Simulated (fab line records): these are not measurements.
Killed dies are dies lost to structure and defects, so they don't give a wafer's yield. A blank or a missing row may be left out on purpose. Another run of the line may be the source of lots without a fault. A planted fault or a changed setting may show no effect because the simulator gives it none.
Which tool did it?	flow sky130	6 lots with 18 wafers sampled at 3 steps, on a route of 708 steps

WHAT THE GAUGES SHOWED, per wafer
SKY_LDD_N_TW_MEAS_17.
lot	measured	on	LDD_N_TW
L104	day 18 04:11	filmMetro-02	2553 2570 2571
L109	day 19 21:20	filmMetro-01	2597 2586 2591
L112	day 21 01:21	filmMetro-02	2556 2544 2556
L119	day 24 04:10	filmMetro-02	2526 2539 2542
L122	day 24 20:31	filmMetro-01	2582 2587 2572
L125	day 26 18:28	filmMetro-02	2530 2535 2534

WHICH TOOL RAN EACH LOT (tool, then ch and the chambers of the sampled wafers, then the start)
lot	SKY_POLY_GATE_STRIP_18	SKY_LDD_N_IMPLANT_15
L104	plasmaAsher-02 ch 0,1, day 16 20:35	implanter-03 ch 0, day 18 03:59
L109	plasmaAsher-04 ch 0,1, day 18 11:02	implanter-03 ch 0, day 19 21:07
L112	plasmaAsher-02 ch 0,1, day 19 15:58	implanter-01 ch 0, day 21 01:07
L119	plasmaAsher-01 ch 0,1, day 22 19:58	implanter-03 ch 0, day 24 03:55
L122	plasmaAsher-04 ch 1, day 23 12:23	implanter-03 ch 0, day 24 20:16
L125	plasmaAsher-04 ch 0,1, day 25 00:59	implanter-02 ch 0, day 26 18:15
- SKY_POLY_GATE_STRIP_18: strips in O2/N2.
- SKY_LDD_N_IMPLANT_15

THE ANSWER, worked out from the rows above alone
Rule: what is usual is taken from the lots themselves. The widest of any qualifying gaps counts: lots, ordered by their means at a reading, are off when they make up no more than a third of the lots, leave a main group of 4 or more, and stand apart from it by 3 or more times the standard deviation of that group's means. A main group is skipped when, at the precision printed for the reading in the tables above, its means are all equal. Also off: a lot with no number at a reading for which 4 or more lots have one. Where the step has rows for the other lots, those lots are counted as sound.
No lot is off on any of the readings shown, so nothing can be concluded from this.

WHAT THE SIMULATOR HAD INSERTED
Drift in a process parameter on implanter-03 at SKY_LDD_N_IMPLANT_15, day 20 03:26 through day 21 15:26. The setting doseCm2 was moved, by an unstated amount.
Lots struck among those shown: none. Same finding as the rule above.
